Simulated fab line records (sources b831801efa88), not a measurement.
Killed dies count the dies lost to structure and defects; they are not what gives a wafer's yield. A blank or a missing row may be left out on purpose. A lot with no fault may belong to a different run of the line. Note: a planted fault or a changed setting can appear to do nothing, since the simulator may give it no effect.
A struck lot beside a sound one -- flow gf180mcu -- 15 out of 602 route steps
Sound: the wafers L255.3, L255.4, L255.5. Wafers L264.1, L264.5, L264.6 were the ones struck. The cause is given at the end.
At each step with rows: each side's tool, then ch and its chambers, then its first start. Under that, the readings that differ: sound wafers -- struck wafers -- difference of the means -- sigmas: that difference in standard deviations of wafers without a fault.
alike: readings with means less than 2 such deviations apart, plus words and numbers identical on both sides. not compared: withheld readings, readings lacking a value on some wafer, bounds such as >300 that could conceal the same value, and numbers that have no deviation in the record and whose values overlap.
The two part at a step that has a row with sigmas, a row that says differs or no value, or rows on one side only. When numbers do not overlap yet have no deviation, they are printed without sigmas and do not part them. A reading that every wafer of one side lacks parts them only if that side has two wafers or more.

GF_V2_BOW_MEAS_05:
  struck on film metro-03, day 23 12:29; sound on film metro-03, day 20 05:02
  alike: V2_BOW
then, 8 steps without rows for these wafers: GF_V2_DEHYDRATE_06 (time 60 s); GF_V2_HMDS_07 (prime time 60 s); GF_V2_COAT_08; GF_V2_COAT_09 (resist thk 1000 nm); GF_V2_SOFTBAKE_10 (time 60 s); GF_V2_EXPOSE_11 (exposes mask Via2, target cd 260 nm); GF_V2_PEB_12 (peb time 90 s); GF_V2_DEVELOP_13 (develop time 60 s).
GF_V2_CD_MEAS_14 targets a cd of 260 nm.
  struck on cd sem-01, day 24 10:43; sound on cd sem-01, day 21 04:44
  alike: cd nm
GF_V2_OVL_MEAS_15:
  struck on overlay-01, day 24 10:50; sound on overlay-01, day 21 04:50
  alike: V2_OVL
GF_V2_ETCH_16: etches BARC in N2/H2.
  sound on rie diel-01 ch 0,1, day 21 04:51; struck on rie diel-01 ch 1,2, day 24 10:53
reading,sound,struck,difference,sigmas
bias w (W),99.36 99.34 99.54,100.47 99.97 100.05,+0.75,+3
  alike: chamber pressure mTorr, drypump motor current A, oes product au, throttle valve pct
GF_V2_ETCH_17: etches SiO2 in C4F8/O2/Ar, stops on TiN, target depth 630 nm.
  sound on rie diel-01 ch 0,1, day 21 04:00; struck on rie diel-01 ch 1,2, day 24 10:00
  no value came back on the struck wafers for bias w (W), chamber pressure mTorr (mTorr), oes product au (a.u.); on the sound wafers bias w (W) reads 1199 1197 1200
GF_V2_STRIP_18: strips in O2/N2.
  sound on plasma asher-02 ch 0,1, day 21 05:01; struck on plasma asher-01 ch 0,1, day 24 11:01
reading,sound,struck,difference,sigmas
oes product au (a.u.),0.597 0.588 0.599,0.665 0.666 0.668,+0.072,+15
  alike: chamber pressure mTorr, drypump motor current A, heater power w, o2 flow sccm
  not compared: rf hours counter h
then, 1 step without rows for these wafers: GF_V2_STRIP_19 (strips in post etch residue remover, time 1200 s).

== WHERE THEY PART ==
Last at GF_V2_STRIP_18 as far as this record goes, first at GF_V2_ETCH_16.

WHY: the cause the simulator had injected
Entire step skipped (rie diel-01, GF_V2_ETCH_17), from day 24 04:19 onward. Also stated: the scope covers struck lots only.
